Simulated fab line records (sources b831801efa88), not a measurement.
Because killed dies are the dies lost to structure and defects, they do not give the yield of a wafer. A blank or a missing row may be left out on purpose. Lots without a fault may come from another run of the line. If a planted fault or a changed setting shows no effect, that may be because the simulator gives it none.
A lot that was struck, set against a sound lot | flow sky130 | 44 steps out of a route of 708
Sound: wafers L821.1, L821.2, L821.4. Wafers struck: L824.2, L824.3, L824.5. The cause is named last.
At each step with rows: each side's tool, then ch and its chambers, then its first start. Under that, the readings that differ: sound wafers | struck wafers | difference of the means | sigmas: that difference in standard deviations of wafers without a fault.
alike: same words and numbers on both sides, and readings whose means sit less than 2 such deviations apart. not compared: any withheld reading, any reading some wafer has no value for, any bound like >300 that may hide the same value, and any number with overlapping values for which the record gives no deviation.
Wherever a step has rows on one side only, a row that says differs or no value, or a row with sigmas, the two part there. Numbers that don't overlap but have no deviation are shown without sigmas and don't part them. Lack of a reading on every wafer of one side parts them only where that side has two or more wafers.

first, 6 steps without rows for these wafers: SKY_VT_ADJUST_LVTN_HMDS_12 (prime time 60 s); SKY_VT_ADJUST_LVTN_COAT_13 (resist thk 1140 nm); SKY_VT_ADJUST_LVTN_SOFTBAKE_14 (time 60 s); SKY_VT_ADJUST_LVTN_EXPOSE_15 (exposes mask HVN STD DERIVED, target cd 600 nm); SKY_VT_ADJUST_LVTN_PEB_16; SKY_VT_ADJUST_LVTN_DEVELOP_17 (develop time 60 s).
SKY_VT_ADJUST_LVTN_OVL_MEAS_18:
  sound on overlay-02 at day 13 04:33; struck on overlay-01 at day 13 20:29
  alike: VT_ADJUST_LVTN_01_OVL
after that, 1 step had no rows for these wafers: SKY_VT_ADJUST_LVTN_IMPLANT_19.
SKY_VT_ADJUST_LVTN_STRIP_20: strips in O2/N2.
  sound on plasma asher-04 ch 0,1, day 13 04:44; struck on plasma asher-01 ch 0,1, day 13 20:40
  alike: drypump motor current A, oes product au, strip time to endpoint s
  not compared: rf hours counter h
SKY_VT_ADJUST_LVTN_TW_MEAS_21:
  sound on film metro-02 at day 13 04:50; struck on film metro-04 at day 13 20:47
  reading             | sound             | struck            | difference | sigmas
  VT_ADJUST_LVTN_2_TW | 187.0 187.1 187.0 | 191.5 191.1 191.1 | +4.2       | +2
then, 2 steps without rows for these wafers: SKY_VT_ADJUST_NCORE_DEHYDRATE_00 (time 60 s); SKY_VT_ADJUST_NCORE_HMDS_01 (prime time 60 s).
SKY_VT_ADJUST_NCORE_COAT_02: resist thk 1140 nm.
  struck on litho track-01, day 14 09:04; sound on litho track-03 ch 0, day 13 17:13
  no value came back on the struck wafers for chill plate temp C (C), dispense pressure kPa (kPa), exhaust pa (Pa); on the sound wafers chill plate temp C (C) reads 23.08 23.10 23.07
then, 4 steps without rows for these wafers: SKY_VT_ADJUST_NCORE_SOFTBAKE_03 (time 60 s); SKY_VT_ADJUST_NCORE_EXPOSE_04 (exposes mask LVTN COMPLEMENT THIN, target cd 380 nm); SKY_VT_ADJUST_NCORE_PEB_05; SKY_VT_ADJUST_NCORE_DEVELOP_06 (develop time 60 s).
SKY_VT_ADJUST_NCORE_CD_MEAS_07: target cd 380 nm.
  sound on cd sem-02 at day 14 06:13; struck on cd sem-01 at day 14 22:44
  reading    | sound             | struck | difference                    | sigmas
  cd nm (nm) | 376.3 376.7 377.8 | - - -  | no value on the struck wafers |
SKY_VT_ADJUST_NCORE_OVL_MEAS_08:
  sound on overlay-01 at day 14 06:20; struck on overlay-02 at day 14 22:50
  reading                  | sound       | struck | difference                    | sigmas
  VT_ADJUST_NCORE_OVL (nm) | 2.0 0.8 3.3 | - - -  | no value on the struck wafers |
after that, 1 step had no rows for these wafers: SKY_VT_ADJUST_NCORE_IMPLANT_09.
SKY_VT_ADJUST_NCORE_STRIP_10: strips in O2/N2.
  sound on plasma asher-03 ch 0,1, day 14 06:31; struck on plasma asher-04 ch 0,1, day 14 23:01
  no value came back on the struck wafers for oes product au (a.u.), strip time to endpoint s (s); on the sound wafers oes product au (a.u.) reads 0.716 0.720 0.714
  alike: drypump motor current A
  not compared: rf hours counter h
SKY_VT_ADJUST_NCORE_TW_MEAS_11:
  sound on film metro-02 at day 14 06:37; struck on film metro-04 at day 14 23:08
  reading            | sound             | struck            | difference | sigmas
  VT_ADJUST_NCORE_TW | 217.9 217.2 217.1 | 223.2 222.5 223.0 | +5.5       | +2
then, 7 steps without rows for these wafers: SKY_VT_ADJUST_HVTR_DEHYDRATE_00 (time 60 s); SKY_VT_ADJUST_HVTR_HMDS_01 (prime time 60 s); SKY_VT_ADJUST_HVTR_COAT_02 (resist thk 1140 nm); SKY_VT_ADJUST_HVTR_SOFTBAKE_03 (time 60 s); SKY_VT_ADJUST_HVTR_EXPOSE_04 (exposes mask HVTRM, target cd 380 nm); SKY_VT_ADJUST_HVTR_PEB_05; SKY_VT_ADJUST_HVTR_DEVELOP_06 (develop time 60 s).
SKY_VT_ADJUST_HVTR_CD_MEAS_07: target cd 380 nm.
  sound on cd sem-02 at day 15 09:25; struck on cd sem-01 at day 16 02:31
  alike: cd nm
SKY_VT_ADJUST_HVTR_OVL_MEAS_08:
  sound on overlay-01 at day 15 09:32; struck on overlay-02 at day 16 02:37
  alike: VT_ADJUST_HVTR_OVL
after that, 1 step had no rows for these wafers: SKY_VT_ADJUST_HVTR_IMPLANT_09.
SKY_VT_ADJUST_HVTR_STRIP_10: strips in O2/N2.
  sound on plasma asher-04 ch 0,1, day 15 09:43; struck on plasma asher-03 ch 0,1, day 16 02:47
  alike: drypump motor current A, oes product au, strip time to endpoint s
  not compared: rf hours counter h
SKY_VT_ADJUST_HVTR_TW_MEAS_11:
  sound on film metro-03 at day 15 09:49; struck on film metro-01 at day 16 02:54
  reading           | sound             | struck            | difference | sigmas
  VT_ADJUST_HVTR_TW | 209.7 209.6 208.6 | 264.1 263.9 265.9 | +55.3      | +22
then, 7 steps without rows for these wafers: SKY_VT_ADJUST_PCH_DEHYDRATE_00 (time 60 s); SKY_VT_ADJUST_PCH_HMDS_01 (prime time 60 s); SKY_VT_ADJUST_PCH_COAT_02 (resist thk 3000 nm); SKY_VT_ADJUST_PCH_SOFTBAKE_03; SKY_VT_ADJUST_PCH_EXPOSE_04 (exposes mask NWM, target cd 840 nm); SKY_VT_ADJUST_PCH_PEB_05; SKY_VT_ADJUST_PCH_DEVELOP_06 (develop time 60 s).
SKY_VT_ADJUST_PCH_OVL_MEAS_07:
  sound on overlay-02 at day 16 14:03; struck on overlay-01 at day 17 07:04
  alike: VT_ADJUST_PCH_OVL
SKY_VT_ADJUST_PCH_TW_MEAS_10:
  sound on film metro-02 at day 16 14:20; struck on film metro-01 at day 17 07:22
  reading          | sound             | struck            | difference | sigmas
  VT_ADJUST_PCH_TW | 141.5 141.6 141.3 | 232.9 234.9 234.3 | +92.6      | +84
SKY_SONOS_TUNNEL_TW_MEAS_12:
  sound on film metro-02 at day 17 18:01; struck on film metro-02 at day 18 13:03
  reading         | sound             | struck            | difference | sigmas
  SONOS_TUNNEL_TW | 194.6 194.2 193.9 | 253.8 252.4 253.0 | +58.8      | +23

== WHERE THEY PART ==
At SKY_VT_ADJUST_LVTN_TW_MEAS_21 first; at SKY_SONOS_TUNNEL_TW_MEAS_12 last (within this record only).

WHY: the cause the simulator had injected
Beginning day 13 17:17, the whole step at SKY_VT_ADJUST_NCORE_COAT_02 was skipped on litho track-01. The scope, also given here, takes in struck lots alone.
